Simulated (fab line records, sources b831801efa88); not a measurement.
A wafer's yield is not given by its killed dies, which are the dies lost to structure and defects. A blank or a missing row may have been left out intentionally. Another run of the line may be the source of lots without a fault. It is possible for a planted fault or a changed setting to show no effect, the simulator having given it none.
The tool behind it: which one? ; flow sky130 ; Sampling: 13 lots, 39 wafers, 3 of 708 route steps

## WHAT EACH GAUGE READ, for each wafer
SKY_LDD_N_TW_MEAS_17. Usual: LDD_N_TW typically reads 2575, with standard deviation 27.
lot;measured;on;LDD_N_TW;flag
L438;day 17 23:49;film-metro-04;2562 2551 2562;
L439;day 18 11:50;film-metro-01;2598 2593 2603;
L440;day 18 18:55;film-metro-01;2605 2601 2610;
L442;day 19 14:13;film-metro-04;2540 2534 2532;
L443;day 20 04:50;film-metro-04;2559 2548 2548;
L445;day 21 02:14;film-metro-04;2544 2539 2538;
L446;day 22 00:22;film-metro-04;2528 2530 2533;
L448;day 22 13:10;film-metro-01;2602 2601 2602;
L450;day 22 15:38;film-metro-01;2606 2577 2598;
L451;day 23 06:07;film-metro-02;2566 2560 2576;
L459;day 26 01:17;film-metro-04;2565 2554 2574;
L458;day 26 02:33;film-metro-02;2576 2582 2573;
L461;day 26 08:54;film-metro-01;2606 2622 2606;

SKY_LDD_P_CD_MEAS_07 targets a cd of 380 nm. Usual: cd-nm reads 380.3 nm (standard deviation 1.9).
lot;measured;on;cd-nm (nm);flag
L438;day 19 05:23;cd-sem-02;378.5 378.2 379.2;
L439;day 19 17:54;cd-sem-02;378.9 379.5 378.1;
L440;day 20 01:17;cd-sem-02;381.6 383.5 384.5;
L442;day 20 21:31;cd-sem-01;381.1 382.8 379.6;
L443;day 21 12:28;cd-sem-02;379.0 379.2 378.8;
L445;day 22 08:50;cd-sem-01;382.2 382.8 379.5;
L446;day 23 06:25;cd-sem-02;379.2 381.4 381.5;
L448;day 23 19:37;cd-sem-02;379.3 378.8 378.2;
L450;day 23 22:04;cd-sem-01;382.0 382.1 381.8;
L451;day 24 12:35;cd-sem-01;378.7 379.5 379.2;
L459;day 27 05:53;cd-sem-01;378.1 380.9 379.4;
L458;day 27 07:20;cd-sem-02;379.6 380.6 380.8;
L461;day 27 14:20;cd-sem-01;380.0 381.8 382.2;

## WHAT TOOL EACH LOT RAN ON (gives the tool, then ch and the chambers of the sampled wafers, and finally the start)
lot;SKY_POLY_GATE_ETCH_17
L438;rie-si-01 ch 0,1, day 16 14:59
L439;rie-si-02 ch 2,3, day 17 01:17
L440;rie-si-02 ch 0,1,2, day 17 08:43
L442;rie-si-02 ch 0,1,2, day 18 03:23
L443;rie-si-01 ch 0,2,3, day 18 15:37
L445;rie-si-02 ch 0,2,3, day 19 15:20
L446;rie-si-01 ch 0,1,3, day 20 14:10
L448;rie-si-01 ch 0,1,3, day 21 03:26
L450;rie-si-02 ch 1,3, day 21 06:20
L451;rie-si-02 ch 0,1,2, day 21 21:10
L459;rie-si-01 ch 1,2,3, day 24 15:29
L458;rie-si-02 ch 0,3, day 24 17:08
L461;rie-si-02 ch 0,1,2, day 24 23:47
- SKY_POLY_GATE_ETCH_17: etches poly-Si in HBr/Cl2, stops on SiO2, target depth 180 nm, time 70.5 s.

## WHAT THE TOOLS THEMSELVES READ (means of the sampled wafers that have a number; where no wafer has one, the mark that the record gives instead)
SKY_POLY_GATE_ETCH_17. Usual: drypump-motor-current-A 5.7 A, standard deviation 0.45; oes-product-au 0.985 a.u., standard deviation 0.0091; run-length-s 98.8 s, standard deviation 0.59; throttle-valve-pct 33.684 %, standard deviation 0.0083.
lot;tool;drypump-motor-current-A (A);oes-product-au (a.u.);run-length-s (s);throttle-valve-pct (%);flag
L438;rie-si-01;6.0;0.992;99.0;33.684;
L439;rie-si-02;5.9;0.992;98.3;33.682;
L440;rie-si-02;5.6;0.987;98.9;33.683;
L442;rie-si-02;5.6;0.976;99.1;33.678;
L443;rie-si-01;5.6;0.992;98.6;33.681;
L445;rie-si-02;5.6;0.980;98.8;33.687;
L446;rie-si-01;5.6;0.984;98.9;33.685;
L448;rie-si-01;5.6;0.983;99.1;33.671;
L450;rie-si-02;6.0;0.996;93.5;33.676;OFF
L451;rie-si-02;5.6;0.997;93.7;33.690;OFF
L459;rie-si-01;5.5;0.981;98.6;33.683;
L458;rie-si-02;5.4;0.985;98.3;33.690;
L461;rie-si-02;5.6;0.983;99.1;33.684;

## THE ANSWER, worked out from the rows above alone
Rule: a lot counts as off when the mean over its wafers that have a number is more than 3 standard deviations away from the usual mean. Also off: a lot with no number at a reading for which 4 or more lots have one. Any other lot the step has rows for is counted as sound. First the gauges in route order, then the tools' own readings, where a lot's mean is used as printed above. At the first step where some lot is off, the reading lying furthest off is the one used; lots without a number count as furthest.
Off: L450, L451, at SKY_POLY_GATE_ETCH_17 (run-length-s).
A tool fits if, at that step or a process step before it, it ran every lot that is off, and no sound lot after the first of them. No candidate that was tried fits.

## WHAT THE SIMULATOR PUT IN
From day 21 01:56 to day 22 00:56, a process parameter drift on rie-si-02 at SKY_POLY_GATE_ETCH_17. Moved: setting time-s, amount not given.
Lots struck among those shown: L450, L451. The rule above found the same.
